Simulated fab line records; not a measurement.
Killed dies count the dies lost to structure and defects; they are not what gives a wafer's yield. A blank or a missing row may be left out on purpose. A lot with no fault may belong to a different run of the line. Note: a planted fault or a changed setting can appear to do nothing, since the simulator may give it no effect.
Code-filled problem report in 8D (eight disciplines) form :: flow gf180mcu :: the parts of the form that need people (team, actions taken, sign-off) are left out

== 1. PROBLEM STATEMENT ==
Wafers without a fault read 93.05 W, standard deviation 0.062; heater power total W at GF_CONTACT_SOFTBAKE_10 reads a mean of 99.12 W on 2 wafers belonging to 2 lots. Measured from the usual mean, that is +98 standard deviations.
The step: time 60 s.
Seen first at day 17 04:00 on litho track-01, wafer L395.4. Wafers with a number at this step in the record: 17, from 6 lots. The rule behind "out" and "out of limits": a value lying over 4 standard deviations away from the usual mean. The rest of the wafers with a number are treated as sound.

== 2. WHAT IT IS; WHAT IT IS NOT ==
question: which readings at this step
is: heater power total W, run length s
is not: -

question: which lots
is: L395, L396
is not: L394, L406, L413, L414

question: which wafers of those lots
is: L395.4, L396.4
is not: L395.2, L395.6, L396.3

question: read on which tools
is: litho track-01
is not: litho track-02, litho track-04

question: when
is: from day 17 04:00
is not: up to then (5 sound wafers); but 10 sound wafers of L396, L406, L413, L414 came after

== 3. THE SUSPECTS, EACH WITH WHAT RULES IT OUT ==
Counting: any tool at a process step up to the reading remains a suspect provided it ran every lot that is out. Sound lots after the first of them don't rule it out here, since some wafers of a struck lot are sound.
- rtp anneal-02 at GF_SALICIDE_RTA_08 (time 30 s): kept. It ran every lot that is out, first L395 (day 16 15:49).
- litho track-01 at GF_CONTACT_SOFTBAKE_10 (time 60 s): kept. Every lot that is out went through it, the first being L395 (day 17 04:00); the last sound lot it ran before that was L394 (day 16 17:00). Its own readings are out on those wafers: heater power total W, run length s.
The count leaves litho track-01 at GF_CONTACT_SOFTBAKE_10 and rtp anneal-02 at GF_SALICIDE_RTA_08.

== 4. THE CAUSE (what the simulator had put in) ==
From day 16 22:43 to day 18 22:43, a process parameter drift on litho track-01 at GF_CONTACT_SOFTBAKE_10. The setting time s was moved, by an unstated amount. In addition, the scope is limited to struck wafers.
2 suspects survive the count, and this tool is in that group.

== 5. THE CHAIN OF EFFECTS, in route order ==
One row per reading whose mean, taken over the struck wafers that have a number, lies over 3 standard deviations from the usual. Readings are gone through only where the record gives a usual standard deviation; hours: the median, over the lots, of the time from a lot's start at the first step in this table giving one to that lot's start at this step; sigmas: the change measured in usual standard deviations.
hours: 0
step: GF_CONTACT_SOFTBAKE_10
reading: heater power total W
usual: 93.05 W
on struck wafers: 99.12
change: +6.07
sigmas: +98

hours: 0
step: GF_CONTACT_SOFTBAKE_10
reading: run length s
usual: 89.12 s
on struck wafers: 78.32
change: -10.80
sigmas: -77
Its process steps:
- GF_CONTACT_SOFTBAKE_10: time 60 s.
Later measuring or inspecting steps at which every struck wafer that the step has a row for has a number for every such reading, and none has moved that far: GF_CONTACT_CD_MEAS_14, GF_CONTACT_OVL_MEAS_15.

== 6. HOW IT WOULD HAVE BEEN CAUGHT EARLIER ==
The fault began at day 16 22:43; the first out-of-limits reading in this record came at day 17 04:00, 5 hours later.
